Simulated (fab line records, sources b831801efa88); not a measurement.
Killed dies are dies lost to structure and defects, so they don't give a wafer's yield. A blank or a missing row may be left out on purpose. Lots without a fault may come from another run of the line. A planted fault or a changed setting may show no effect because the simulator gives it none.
Which tool did it? | flow gf180mcu | 12 lots, 36 wafers sampled, at 2 steps of a route of 602

WHAT THE GAUGES READ, wafer by wafer
GF_V1_CD_MEAS_14: target cd 260 nm.
lot  | measured     | on        | cd_nm (nm)
L144 | day 18 13:43 | cd_sem-02 | 261.5 261.8 261.4
L147 | day 19 15:21 | cd_sem-01 | 261.0 262.0 262.1
L148 | day 19 17:52 | cd_sem-01 | 260.0 261.7 261.8
L149 | day 20 15:06 | cd_sem-01 | 261.1 261.0 260.2
L151 | day 20 17:08 | cd_sem-01 | 260.5 259.6 260.2
L152 | day 21 16:14 | cd_sem-02 | 262.0 261.8 261.4
L156 | day 22 22:58 | cd_sem-02 | 260.5 260.6 260.7
L160 | day 23 22:27 | cd_sem-02 | 260.0 261.0 260.3
L161 | day 24 12:21 | cd_sem-01 | 258.3 258.1 259.3
L163 | day 24 18:51 | cd_sem-02 | 259.2 260.0 260.9
L166 | day 25 17:56 | cd_sem-02 | 261.9 262.5 262.1
L167 | day 26 11:21 | cd_sem-01 | 258.7 259.0 259.3

WHICH TOOL RAN EACH LOT (tool, then ch and the chambers of the sampled wafers, then the start)
lot  | GF_M1_STRIP_17
L144 | plasma_asher-02 ch 0,1, day 17 13:06
L147 | plasma_asher-04 ch 0,1, day 18 13:47
L148 | plasma_asher-02 ch 0, day 18 16:05
L149 | plasma_asher-03 ch 0,1, day 19 14:26
L151 | plasma_asher-02 ch 0,1, day 19 16:41
L152 | plasma_asher-04 ch 0,1, day 20 14:44
L156 | plasma_asher-03 ch 0,1, day 21 22:37
L160 | plasma_asher-03 ch 0, day 22 22:21
L161 | plasma_asher-04 ch 0,1, day 23 13:47
L163 | plasma_asher-04 ch 0,1, day 23 20:00
L166 | plasma_asher-02 ch 0,1, day 24 19:58
L167 | plasma_asher-02 ch 0,1, day 25 13:23
- GF_M1_STRIP_17: strips in O2/N2.

WHAT THE TOOLS THEMSELVES READ (means of the sampled wafers that have a number; where no wafer has one, the mark that the record gives instead)
GF_M1_STRIP_17.
lot  | tool            | drypump_motor_current_A (A) | heater_power_w (W) | o2_flow_sccm (sccm) | oes_product_au (a.u.) | strip_time_to_endpoint_s (s)
L144 | plasma_asher-02 | 5.3                         | 313                | 2994                | 0.539                 | 7.57
L147 | plasma_asher-04 | 6.5                         | 353                | 3004                | 0.534                 | 7.58
L148 | plasma_asher-02 | 5.0                         | 301                | 3004                | 0.539                 | 7.64
L149 | plasma_asher-03 | 5.4                         | 343                | 3010                | 0.534                 | 7.53
L151 | plasma_asher-02 | 5.3                         | 311                | 2991                | 0.533                 | 7.55
L152 | plasma_asher-04 | 6.3                         | 341                | 3009                | 0.538                 | 7.65
L156 | plasma_asher-03 | 5.7                         | 318                | 3002                | 0.534                 | 7.53
L160 | plasma_asher-03 | 6.0                         | 289                | 2995                | 0.532                 | 7.53
L161 | plasma_asher-04 | 6.3                         | 333                | 2999                | 0.537                 | 7.55
L163 | plasma_asher-04 | 6.3                         | 339                | 3008                | 0.538                 | 7.60
L166 | plasma_asher-02 | 5.5                         | 318                | 3001                | 0.532                 | 7.53
L167 | plasma_asher-02 | 5.3                         | 311                | 2990                | 0.537                 | 7.58

THE ANSWER, worked out from the rows above alone
Rule: what is usual is taken from the lots themselves. Put in order of their means at a reading, lots are off if they are a third of the lots or fewer, leave a main group of 4 or more, and stand apart from it by a gap of 3 or more times the standard deviation of the main group's means; of several such gaps the widest counts. A main group whose means are all the same, to the digits that the tables above print for the reading, isn't used. A lot without any number at a reading at which 4 lots or more have one is off too. The other lots that the step has rows for count as sound. The gauges are gone through in route order, then the tools' own readings, and for those a lot's mean is taken as printed above. The first step at which some lot is off is used, and at that step the reading that is off furthest; a lot without a number counts as furthest.
No lot is off at any reading shown: from this, nothing can be told.

WHAT THE SIMULATOR HAD PUT IN
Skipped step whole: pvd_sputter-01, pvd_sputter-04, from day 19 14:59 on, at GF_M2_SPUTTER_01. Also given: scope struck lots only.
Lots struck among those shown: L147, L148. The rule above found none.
